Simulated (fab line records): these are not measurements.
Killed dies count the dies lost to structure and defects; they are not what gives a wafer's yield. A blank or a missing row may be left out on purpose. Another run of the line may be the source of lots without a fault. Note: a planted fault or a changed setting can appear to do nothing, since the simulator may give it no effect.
fab line records    flow gf180mcu
[record] lots = 6  wafers = 18  last-day = 34
route steps=602 shown V2@401 M3@409 V3@429
lots untouched by any fault: they come from a run of this same line in which no faults occurred
start-h: the number of hours between the record's first day and the start of the first shown wafer of the lot    wait-h: hours elapsed since this lot's preceding step    " same as the row above    L1.1+2: a row that stands for several wafers    - value missing, or start not given    * or withheld: withheld    < > ~ a bound
route shown NAME@n: a module of which the file shows steps, and the number in the route of the first    usual: mean/standard deviation of fault-free wafers    same: alike in all rows    chamber/n: place in a boat    sites: the reading at each site    _std_site: the standard deviation of these    _edge_site: mean of outer sites minus mean of inner sites    radius-mm: how far each site lies from the wafer's centre    mask NAME#n: copy n    behind: the most recent tool/chamber to have shaped the wafer    hold: the reason the lot was held/the length of the hold in hours/how it ended    device: whichever transistor did not switch (one of n, p or np)    end of line: at the end of the route, the tests of the same wafers    where a step has no rows: the recipe by itself    killed: dies that structure and defects cost at the first sort, which is not the same as the wafer's yield    map: dies across one wafer; x = killed, . = not, _ = none there
set.NAME: setting as actually run; set.NAME@STEP: the setting as run at that earlier step    model.NAME: the simulator's own value behind a step, which no gauge read
certain route steps with their lots: each step a table, each wafer a row
services: a tool's chamber out of use, with start hour (start-h, from the record's first day; less than 0 if before it), hours out, and reason
[[steps]]
[step GF_V2_STRIP_19]
[recipe] chemistry = post-etch-residue-remover  time-s = 1200  temp-c = 72.5
[step GF_V2_CLEAN_20]
[recipe] chemistry = DIW  dry = n2-spin
[step GF_V2_SPUTTER_21]
[recipe] material = Ti  target-thk-nm = 15  chamber-pressure-pa = 5  power-w = 2500  substrate-temp-c = 200  time-s = 80.02
[step GF_V2_SPUTTER_22]
[recipe] material = TiN  target-thk-nm = 10  chamber-pressure-pa = 5  power-w = 4000  time-s = 40
[step GF_V2_CVD_23]
[recipe] material = W  target-thk-nm = 350  time-s = 104.94  temp-c = 400  pressure-torr = 40
[usual] heater-power-w = 805/37  susceptor-temp-C = 399.98/0.24
[same] time-s = 104.94
lot.wafer  tool      chamber  start-h  wait-h  heater-power-w  susceptor-temp-C
L956.1     cvd-w-01  0        484.49   0.0     742             400.05
L956.3     "         1        "        "       792             399.40
L956.4     "         0        "        "       747             400.40
L969.1     cvd-w-01  1        589.92   0.0     813             400.17
L969.2     "         0        "        "       769             399.78
L969.6     "         0        "        "       750             399.88
L971.2     cvd-w-02  0        606.55   0.0     818             399.92
L971.4     "         0        "        "       794             399.71
L971.6     "         0        "        "       784             399.69
L972.1     cvd-w-01  0        616.83   0.0     766             399.93
L972.2     "         1        "        "       817             399.71
L972.6     "         1        "        "       834             399.70
L976.1     cvd-w-01  0        641.31   0.0     751             399.67
L976.2     "         1        "        "       833             399.64
L976.6     "         0        "        "       742             399.75
L977.1     cvd-w-02  0        647.76   0.0     794             400.09
L977.4     "         1        "        "       841             399.92
L977.6     "         1        "        "       852             399.75
[step GF_V2_RS_MEAS_24]
[recipe] thk-meas-gauge = four-point-probe  reads = W_of_V2_CVD_23+TiN_of_V2_SPUTTER_22+Ti_of_V2_SPUTTER_21
[usual] V2_W_RS = 0.332/0.0041
lot.wafer  tool           chamber  start-h  wait-h  V2_W_RS[ohm/sq]
L956.1     film-metro-04  -        484.60   0.1     0.328
L956.3     "              -        "        "       0.334
L956.4     "              -        "        "       0.332
L969.1     film-metro-04  -        590.03   0.1     0.325
L969.2     "              -        "        "       0.328
L969.6     "              -        "        "       0.330
L971.2     film-metro-01  -        606.68   0.1     0.336
L971.4     "              -        "        "       0.335
L971.6     "              -        "        "       0.334
L972.1     film-metro-04  -        616.94   0.1     0.331
L972.2     "              -        "        "       0.331
L972.6     "              -        "        "       0.326
L976.1     film-metro-01  -        641.42   0.1     0.330
L976.2     "              -        "        "       0.328
L976.6     "              -        "        "       0.335
L977.1     film-metro-04  -        647.87   0.1     0.330
L977.4     "              -        "        "       0.334
L977.6     "              -        "        "       0.333
[step GF_V2_THK_MEAS_25]
[recipe] thk-meas-gauge = xrf  reads = W_of_V2_CVD_23
[usual] V2_W_THK = 341/5.1
lot.wafer  tool           chamber  start-h  wait-h  V2_W_THK[nm]
L956.1     film-metro-04  -        484.72   0.1     347
L956.3     "              -        "        "       339
L956.4     "              -        "        "       344
L969.1     film-metro-04  -        590.15   0.1     349
L969.2     "              -        "        "       344
L969.6     "              -        "        "       345
L971.2     film-metro-01  -        606.79   0.1     333
L971.4     "              -        "        "       334
L971.6     "              -        "        "       334
L972.1     film-metro-04  -        617.06   0.1     347
L972.2     "              -        "        "       346
L972.6     "              -        "        "       348
L976.1     film-metro-01  -        641.54   0.1     338
L976.2     "              -        "        "       342
L976.6     "              -        "        "       332
L977.1     film-metro-04  -        647.99   0.1     346
L977.4     "              -        "        "       343
L977.6     "              -        "        "       343
[step GF_V2_CMP_26]
[recipe] stop-on = SiO2  down-force-psi = 3.5  platen-rpm = 60  t-overpolish-s = 15  target-thk-nm = 0  pad-velocity-m-s = 0.94248
[step GF_M3_SPUTTER_00]
[recipe] material = Ti  target-thk-nm = 37.5  arriving-ion-energy-ev = 80  substrate-temp-c = 200  chamber-pressure-pa = 2  power-w = 4000  time-s = 150
[step GF_M3_SPUTTER_01]
[recipe] material = TiN  target-thk-nm = 30  power-w = 6500  time-s = 25  chamber-pressure-pa = 0.4
[step GF_M3_SPUTTER_02]
[recipe] material = AlCu  target-thk-nm = 450  power-w = 10600  time-s = 23.9  chamber-pressure-pa = 0.4
[usual] chamber-pressure-pa = 0.4001/0.00086  throttle-valve-pct = 30.1/0.84
[same] time-s = 23.9
lot.wafer  tool            chamber  start-h  wait-h  chamber-pressure-pa  throttle-valve-pct
L956.1     pvd-sputter-02  -        485.21   0.0     0.3990               31.1
L956.3     "               -        "        "       0.3984               28.4
L956.4     "               -        "        "       0.4011               31.2
L969.1     pvd-sputter-04  -        590.64   0.0     0.3994               29.8
L969.2     "               -        "        "       0.4009               29.8
L969.6     "               -        "        "       0.4016               29.9
L971.2     pvd-sputter-04  -        607.27   0.0     0.4018               29.6
L971.4     "               -        "        "       0.3996               31.0
L971.6     "               -        "        "       0.3989               29.7
L972.1     pvd-sputter-04  -        617.55   0.0     0.3997               29.6
L972.2     "               -        "        "       0.4012               31.0
L972.6     "               -        "        "       0.4002               30.9
L976.1     pvd-sputter-03  -        642.03   0.0     0.3994               30.6
L976.2     "               -        "        "       0.4010               29.4
L976.6     "               -        "        "       0.4000               30.5
L977.1     pvd-sputter-02  -        648.48   0.0     0.4008               28.0
L977.4     "               -        "        "       0.3988               31.3
L977.6     "               -        "        "       0.4021               28.4
[step GF_M3_SPUTTER_03]
[recipe] material = Ti  target-thk-nm = 10  substrate-temp-c = 300  chamber-pressure-pa = 0.3  power-w = 3000  time-s = 6.7
[step GF_M3_SPUTTER_04]
[recipe] material = TiN  target-thk-nm = 50  power-w = 6500  time-s = 41.7  chamber-pressure-pa = 0.4
[usual] chamber-pressure-pa = 0.4001/0.00096  throttle-valve-pct = 30.1/0.81
[same] time-s = 41.7
lot.wafer  tool            chamber  start-h  wait-h  chamber-pressure-pa  throttle-valve-pct  model.TiN_of_M3_SPUTTER_04.thk-nm
L956.1     pvd-sputter-02  -        485.26   0.0     0.4008               31.0                49.74
L956.3     "               -        "        "       0.4008               28.2                50.79
L956.4     "               -        "        "       0.4016               31.1                50.57
L969.1     pvd-sputter-04  -        590.70   0.0     0.3994               29.9                49.71
L969.2     "               -        "        "       0.4005               29.5                49.12
L969.6     "               -        "        "       0.4015               30.0                49.6
L971.2     pvd-sputter-04  -        607.32   0.0     0.4629               27.8                49.35
L971.4     "               -        "        "       0.4623               28.4                49.34
L971.6     "               -        "        "       0.4623               27.6                49.03
L972.1     pvd-sputter-04  -        617.60   0.0     0.4612               27.7                48.86
L972.2     "               -        "        "       0.4636               28.5                49.07
L972.6     "               -        "        "       0.4631               28.5                49.34
L976.1     pvd-sputter-03  -        642.08   0.0     0.3995               30.4                50.42
L976.2     "               -        "        "       0.3990               29.2                50.78
L976.6     "               -        "        "       0.3998               30.5                50.41
L977.1     pvd-sputter-02  -        648.53   0.0     0.4000               28.1                50.1
L977.4     "               -        "        "       0.3998               30.8                49.55
L977.6     "               -        "        "       0.3998               28.2                49.98
[step GF_M3_RS_MEAS_05]
[recipe] thk-meas-gauge = four-point-probe  reads = TiN_of_M3_SPUTTER_04+Ti_of_M3_SPUTTER_03+AlCu_of_M3_SPUTTER_02+TiN_of_M3_SPUTTER_01+Ti_of_M3_SPUTTER_00
[usual] M3_ALCU_RS = 0.0694/0.001
lot.wafer  tool           chamber  start-h  wait-h  M3_ALCU_RS[ohm/sq]
L956.1     film-metro-04  -        485.30   0.0     0.0682
L956.3     "              -        "        "       0.0691
L956.4     "              -        "        "       0.0681
L969.1     film-metro-01  -        590.73   0.0     0.0706
L969.2     "              -        "        "       0.0694
L969.6     "              -        "        "       0.0685
L971.2     film-metro-04  -        607.38   0.0     0.0707
L971.4     "              -        "        "       0.0686
L971.6     "              -        "        "       0.0694
L972.1     film-metro-04  -        617.64   0.0     0.0703
L972.2     "              -        "        "       0.0695
L972.6     "              -        "        "       0.0690
L976.1     film-metro-03  -        642.12   0.0     0.0709
L976.2     "              -        "        "       0.0694
L976.6     "              -        "        "       0.0707
L977.1     film-metro-03  -        648.57   0.0     0.0710
L977.4     "              -        "        "       0.0689
L977.6     "              -        "        "       0.0705
[step GF_M3_THK_MEAS_06]
[recipe] thk-meas-gauge = xrf  reads = AlCu_of_M3_SPUTTER_02
[usual] M3_ALCU_THK = 451/7.3
lot.wafer  tool           chamber  start-h  wait-h  M3_ALCU_THK[nm]
L956.1     film-metro-04  -        485.42   0.1     464
L956.3     "              -        "        "       455
L956.4     "              -        "        "       462
L969.1     film-metro-01  -        590.85   0.1     444
L969.2     "              -        "        "       451
L969.6     "              -        "        "       457
L971.2     film-metro-04  -        607.49   0.1     447
L971.4     "              -        "        "       460
L971.6     "              -        "        "       456
L972.1     film-metro-04  -        617.76   0.1     449
L972.2     "              -        "        "       457
L972.6     "              -        "        "       458
L976.1     film-metro-03  -        642.24   0.1     439
L976.2     "              -        "        "       450
L976.6     "              -        "        "       439
L977.1     film-metro-03  -        648.69   0.1     442
L977.4     "              -        "        "       453
L977.6     "              -        "        "       443
[step GF_M3_DEHYDRATE_07]
[recipe] temp-c = 200  time-s = 60
[step GF_M3_HMDS_08]
[recipe] prime-time-s = 60  prime-temp-c = 120
[step GF_M3_COAT_09]
[recipe] resist = KrF  spin-rpm = withheld  resist-thk-nm = 1000
[step GF_M3_SOFTBAKE_10]
[recipe] temp-c = 130  time-s = 60  resist = KrF
[step GF_M3_EXPOSE_11]
[recipe] mask-id = Metal3  target-cd-nm = 280  na = 0.68  source-shape = conventional  sigma-outer = 0.6  dose-mj = 28
[step GF_M3_PEB_12]
[recipe] peb-temp-c = 135  peb-time-s = 90  resist = KrF
[step GF_M3_DEVELOP_13]
[recipe] develop-time-s = 60  dev-temp-c = 21
[step GF_M3_CD_MEAS_14]
[recipe] target-cd-nm = 280
[usual] cd-nm = 280.2/1.3
lot.wafer  tool       chamber  start-h  wait-h  cd-nm
L956.1     cd-sem-02  -        509.04   0.1     278.2
L956.3     "          -        "        "       278.4
L956.4     "          -        "        "       278.6
L969.1     cd-sem-01  -        612.15   0.1     278.5
L969.2     "          -        "        "       280.7
L969.6     "          -        "        "       280.0
L971.2     cd-sem-01  -        628.60   0.1     281.4
L971.4     "          -        "        "       281.6
L971.6     "          -        "        "       281.3
L972.1     cd-sem-01  -        637.45   0.1     281.6
L972.2     "          -        "        "       280.7
L972.6     "          -        "        "       281.9
L976.1     cd-sem-01  -        661.08   0.1     278.2
L976.2     "          -        "        "       276.9
L976.6     "          -        "        "       277.5
L977.1     cd-sem-01  -        668.10   0.1     281.0
L977.4     "          -        "        "       280.6
L977.6     "          -        "        "       280.2
[step GF_M3_OVL_MEAS_15]
[usual] M3_OVL = -3/6.1
lot.wafer  tool        chamber  start-h  wait-h  M3_OVL[nm]
L956.1     overlay-01  -        509.16   0.1     -5
L956.3     "           -        "        "       -1
L956.4     "           -        "        "       4
L969.1     overlay-02  -        612.27   0.1     4
L969.2     "           -        "        "       4
L969.6     "           -        "        "       1
L971.2     overlay-01  -        628.71   0.1     3
L971.4     "           -        "        "       11
L971.6     "           -        "        "       5
L972.1     overlay-01  -        637.57   0.1     -4
L972.2     "           -        "        "       -18
L972.6     "           -        "        "       -10
L976.1     overlay-01  -        661.20   0.1     -9
L976.2     "           -        "        "       -4
L976.6     "           -        "        "       -8
L977.1     overlay-01  -        668.22   0.1     -3
L977.4     "           -        "        "       -7
L977.6     "           -        "        "       -11
[step GF_M3_METAL_ETCH_16]
[recipe] chemistry = Cl2/BCl3  mask-material = KrF  target-depth-nm = 750.8  stop-on = SiO2  pressure-mtorr = 8  icp-w = 800  bias-w = 140  Cl2_flow_sccm = 80  bcl3-flow-sccm = 40  time-s = 125.1
[step GF_M3_STRIP_17]
[recipe] chemistry = O2/N2  power-w = 1400  pressure-mtorr = 1500  platen-temp-c = 250  o2-flow-sccm = 3000  n2-flow-sccm = 300  overash-fraction = 0.5
[usual] drypump-motor-current-A = 5.74/0.23  heater-power-w = 333/16  oes-product-au = 0.538/0.006  strip-time-to-endpoint-s = 7.39/0.082
lot.wafer  tool             chamber  start-h  wait-h  drypump-motor-current-A  heater-power-w  oes-product-au  rf-hours-counter-h  strip-time-to-endpoint-s
L956.1     plasma-asher-03  1        509.32   0.1     5.89                     324             0.539           75                  7.36
L956.3     "                1        "        "       5.89                     342             0.542           -                   7.41
L956.4     "                0        "        "       5.88                     372             0.543           -                   7.43
L969.1     plasma-asher-02  0        612.57   0.2     5.56                     337             0.540           18                  7.38
L969.2     "                1        "        "       5.29                     316             0.535           18                  7.37
L969.6     "                0        "        "       5.55                     336             0.534           -                   7.38
L971.2     plasma-asher-04  1        628.87   0.1     5.65                     320             0.551           52                  7.51
L971.4     "                1        "        "       5.64                     330             0.535           -                   7.48
L971.6     "                1        "        "       5.65                     323             0.539           -                   7.40
L972.1     plasma-asher-02  0        637.74   0.1     5.57                     331             0.536           20                  7.33
L972.2     "                1        "        "       5.29                     309             0.534           20                  7.46
L972.6     "                0        "        "       5.57                     336             0.546           -                   7.35
L976.1     plasma-asher-04  1        661.37   0.1     5.65                     319             0.542           55                  7.39
L976.2     "                0        "        "       5.95                     322             0.539           55                  7.42
L976.6     "                1        "        "       5.65                     324             0.545           -                   7.43
L977.1     plasma-asher-04  0        668.39   0.1     5.99                     325             0.541           55                  7.26
L977.4     "                1        "        "       5.66                     322             0.528           -                   7.28
L977.6     "                0        "        "       6.00                     326             0.535           -                   7.41
[step GF_M3_STRIP_18]
[recipe] chemistry = post-etch-residue-remover  time-s = 1200  temp-c = 72.5
[step GF_M3_CLEAN_19]
[recipe] chemistry = DIW  dry = n2-spin
[step GF_V3_CVD_00]
[recipe] material = SiO2  target-thk-nm = 600  sigma-open-frac = 0.3  temp-c = 400  time-s = 100  sih4-flow-sccm = 60  pressure-mtorr = 6
[step GF_V3_THK_MEAS_01]
[recipe] reads = SiO2_of_V3_CVD_00
[usual] V3_CVD_00_THK = 598/8.2
lot.wafer  tool           chamber  start-h  wait-h  V3_CVD_00_THK[nm]
L956.1     film-metro-03  -        509.96   0.0     604
L956.3     "              -        "        "       597
L956.4     "              -        "        "       608
L969.1     film-metro-01  -        613.17   0.0     604
L969.2     "              -        "        "       600
L969.6     "              -        "        "       587
L971.2     film-metro-03  -        629.48   0.0     594
L971.4     "              -        "        "       591
L971.6     "              -        "        "       613
L972.1     film-metro-01  -        638.35   0.0     597
L972.2     "              -        "        "       599
L972.6     "              -        "        "       612
L976.1     film-metro-01  -        662.04   0.1     602
L976.2     "              -        "        "       610
L976.6     "              -        "        "       598
L977.1     film-metro-01  -        668.99   0.0     610
L977.4     "              -        "        "       602
L977.6     "              -        "        "       588
[step GF_V3_CVD_02]
[recipe] material = SiO2  target-thk-nm = 850  precursor = TEOS  temp-c = 400  time-s = 94.851  rf-w = 600
[usual] heater-power-w = 681/89  susceptor-temp-C = 399.96/0.21
[same] time-s = 94.851
lot.wafer  tool      chamber  start-h  wait-h  heater-power-w  susceptor-temp-C
L956.1     pecvd-03  0        510.02   0.1     699             400.02
L956.3     "         2        "        "       631             400.12
L956.4     "         0        "        "       547             400.10
L969.1     pecvd-04  2        613.23   0.1     744             399.75
L969.2     "         0        "        "       628             400.04
L969.6     "         1        "        "       678             400.23
L971.2     pecvd-03  1        629.53   0.0     681             399.82
L971.4     "         0        "        "       551             400.21
L971.6     "         2        "        "       749             400.18
L972.1     pecvd-03  2        638.41   0.1     714             399.94
L972.2     "         1        "        "       622             399.89
L972.6     "         2        "        "       736             399.99
L976.1     pecvd-03  0        662.10   0.1     600             400.45
L976.2     "         2        "        "       720             400.01
L976.6     "         1        "        "       658             399.94
L977.1     pecvd-04  2        669.05   0.1     912             399.89
L977.4     "         2        "        "       738             399.85
L977.6     "         0        "        "       628             400.23
[step GF_V3_THK_MEAS_03]
[recipe] reads = SiO2_of_V3_CVD_02
[usual] V3_CVD_02_THK = 851/10
lot.wafer  tool           chamber  start-h  wait-h  V3_CVD_02_THK[nm]
L956.1     film-metro-03  -        510.09   0.0     845
L956.3     "              -        "        "       856
L956.4     "              -        "        "       855
L969.1     film-metro-03  -        613.30   0.0     842
L969.2     "              -        "        "       846
L969.6     "              -        "        "       875
L971.2     film-metro-02  -        629.61   0.0     853
L971.4     "              -        "        "       857
L971.6     "              -        "        "       855
L972.1     film-metro-01  -        638.48   0.0     846
L972.2     "              -        "        "       849
L972.6     "              -        "        "       864
L976.1     film-metro-03  -        662.17   0.0     839
L976.2     "              -        "        "       838
L976.6     "              -        "        "       857
L977.1     film-metro-02  -        669.12   0.0     840
L977.4     "              -        "        "       859
L977.6     "              -        "        "       851
[step GF_V3_CMP_04]
[recipe] material = SiO2  down-force-psi = 4  platen-rpm = 60  pad-velocity-m-s = 0.94248
[usual] motor-current-A = 12.0/0.67  platen-rpm = 60.00/0.038  retaining-ring-pressure-frac = 1.000/0.0053  time-to-endpoint-s = 81/7.7
lot.wafer  tool    chamber  start-h  wait-h  motor-current-A  platen-rpm  retaining-ring-pressure-frac  time-to-endpoint-s
L956.1     cmp-01  0        510.15   0.1     13.3             60.02       1.001                         77
L956.3     "       1        "        "       11.2             59.99       1.011                         78
L956.4     "       3        "        "       11.1             60.01       1.003                         87
L969.2     cmp-02  1        613.41   0.1     12.3             59.94       0.995                         86
L969.1     "       3        "        "       11.5             59.98       0.994                         85
L969.6     "       0        "        "       12.4             60.04       1.000                         83
L971.4     cmp-01  0        629.66   0.0     13.0             60.03       0.997                         73
L971.2     "       3        "        "       11.5             60.01       1.007                         79
L971.6     "       0        "        "       13.2             60.10       0.997                         75
L972.1     cmp-01  2        638.59   0.1     12.6             60.01       1.000                         77
L972.2     "       3        "        "       12.1             60.06       0.994                         77
L972.6     "       2        "        "       12.5             60.04       1.001                         81
L976.2     cmp-01  0        662.23   0.0     13.0             60.02       1.001                         69
L976.1     "       2        "        "       13.3             59.93       1.016                         70
L976.6     "       1        "        "       11.3             60.00       1.005                         74
L977.1     cmp-02  2        669.18   0.1     11.2             59.99       1.003                         84
L977.4     "       3        "        "       11.4             59.96       1.004                         89
L977.6     "       2        "        "       11.7             60.05       0.995                         88
[step GF_V3_BOW_MEAS_05]
[recipe] mode = bow
[usual] V3_BOW = 115/8.9
lot.wafer  tool           chamber  start-h  wait-h  V3_BOW[um]
L956.1     film-metro-03  -        510.45   0.2     113
L956.3     "              -        "        "       120
L956.4     "              -        "        "       127
L969.1     film-metro-03  -        613.66   0.1     105
L969.2     "              -        "        "       116
L969.6     "              -        "        "       107
L971.2     film-metro-02  -        629.98   0.1     99
L971.4     "              -        "        "       102
L971.6     "              -        "        "       109
L972.1     film-metro-03  -        638.84   0.2     121
L972.2     "              -        "        "       127
L972.6     "              -        "        "       115
L976.1     film-metro-02  -        662.53   0.1     116
L976.2     "              -        "        "       121
L976.6     "              -        "        "       103
L977.1     film-metro-03  -        669.48   0.2     106
L977.4     "              -        "        "       117
L977.6     "              -        "        "       103
[step GF_V3_DEHYDRATE_06]
[recipe] temp-c = 200  time-s = 60
[step GF_V3_HMDS_07]
[recipe] prime-time-s = 60  prime-temp-c = 120
[step GF_V3_COAT_08]
[recipe] resist = BARC  temp-c = withheld  time-s = withheld  spin-rpm = withheld  resist-thk-nm = withheld
[step GF_V3_COAT_09]
[recipe] resist = KrF  spin-rpm = withheld  resist-thk-nm = 1000
[step GF_V3_SOFTBAKE_10]
[recipe] temp-c = 130  time-s = 60  resist = KrF
[step GF_V3_EXPOSE_11]
[recipe] mask-id = Via3  target-cd-nm = 260  na = 0.68  source-shape = conventional  sigma-outer = 0.6  dose-mj = 38
[step GF_V3_PEB_12]
[recipe] peb-temp-c = 135  peb-time-s = 90  resist = KrF
[step GF_V3_DEVELOP_13]
[recipe] develop-time-s = 60  resist = KrF  dev-temp-c = 21
[step GF_V3_STRIP_19]
[recipe] chemistry = post-etch-residue-remover  time-s = 1200  temp-c = 72.5
[usual] bath-guard-temp-C = 72.3/0.6  bath-heat-duty-pct = 15.0/1.8
[same] time-s = 1200
lot.wafer  tool          chamber  start-h  wait-h  bath-guard-temp-C  bath-heat-duty-pct  model.TiN_of_M3_SPUTTER_04.thk-nm
L956.1     wet-bench-01  0        534.14   0.1     71.8               15.1                48.91
L956.3     "             0        "        "       71.7               14.1                49.96
L956.4     "             0        "        "       71.5               15.6                49.74
L969.1     wet-bench-01  2        634.49   0.1     72.5               15.3                48.87
L969.2     "             2        "        "       72.5               14.5                48.28
L969.6     "             2        "        "       72.4               15.2                48.75
L971.2     wet-bench-03  1        650.14   0.1     71.9               18.1                48.5
L971.4     "             1        "        "       71.9               16.1                48.5
L971.6     "             1        "        "       71.7               15.9                48.18
L972.1     wet-bench-01  2        659.17   0.1     72.3               16.3                48.02
L972.2     "             2        "        "       72.5               14.9                48.22
L972.6     "             2        "        "       72.1               14.7                48.49
L976.1     wet-bench-04  1        681.79   0.1     73.3               15.6                49.58
L976.2     "             1        "        "       73.1               15.7                49.94
L976.6     "             1        "        "       73.6               15.2                49.57
L977.1     wet-bench-03  1        688.24   0.1     71.9               15.7                49.27
L977.4     "             1        "        "       72.0               16.5                48.72
L977.6     "             1        "        "       72.4               15.4                49.15
[[services]]
tool             chamber  start-h  hours  kind
cmp-01           -        464.46   3.4    repair
cvd-w-02         -        466.11   0.6    repair
pecvd-04         -        489.73   14.6   pm
plasma-asher-04  -        497.19   1.0    repair
plasma-asher-02  -        501.29   2.5    repair
pvd-sputter-02   -        511.99   2.3    repair
cmp-02           -        513.87   15.4   pm
plasma-asher-04  -        514.39   1.4    repair
cmp-01           -        520.54   1.5    repair
pvd-sputter-03   -        527.28   3.6    repair
pecvd-03         0        527.50   7.4    repair
pvd-sputter-04   -        538.64   5.5    repair
wet-bench-01     -        538.76   2.1    repair
cvd-w-01         -        539.68   2.9    repair
plasma-asher-02  -        544.21   14.6   pm
plasma-asher-04  -        568.84   0.5    repair
plasma-asher-04  -        569.80   2.8    pm
cmp-01           -        572.00   4.0    pm
plasma-asher-02  -        586.08   1.6    repair
pecvd-04         -        591.12   14.0   pm
cvd-w-01         0        613.27   2.7    repair
pecvd-03         -        627.06   1.0    repair
pvd-sputter-04   -        663.55   1.1    repair
wet-bench-01     -        668.01   4.4    pm
[[key]]
[first-sign] step = GF_M3_SPUTTER_04  reading = chamber-pressure-pa  direction = up  sigmas = 65  usual = 0.4001  struck = 0.4626
[effect] step = GF_M3_SPUTTER_04  reading = throttle-valve-pct  direction = down  sigmas = 2.5  usual = 30.1  struck = 28.1
[model-effect] step = GF_M3_SPUTTER_04  value = TiN_of_M3_SPUTTER_04.thk-nm  without = 50.3  struck = 49.17
[model-effect] step = GF_V3_STRIP_19  value = TiN_of_M3_SPUTTER_04.thk-nm  without = 49.45  struck = 48.32
met-at GF_M3_SPUTTER_04
struck-wafers L971.2,L971.4,L971.6,L972.1,L972.2,L972.6
onset-between 590.70 607.32
[fault] kind = process-parameter-drift  tool = pvd-sputter-04  chamber = -  onset-h = 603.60  steps = GF_M3_SPUTTER_04  channel = chamber-pressure-pa  offset = 0.062388  shape = step  end-h = 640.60  acts-in = these-recipes-only  stated = 0.4
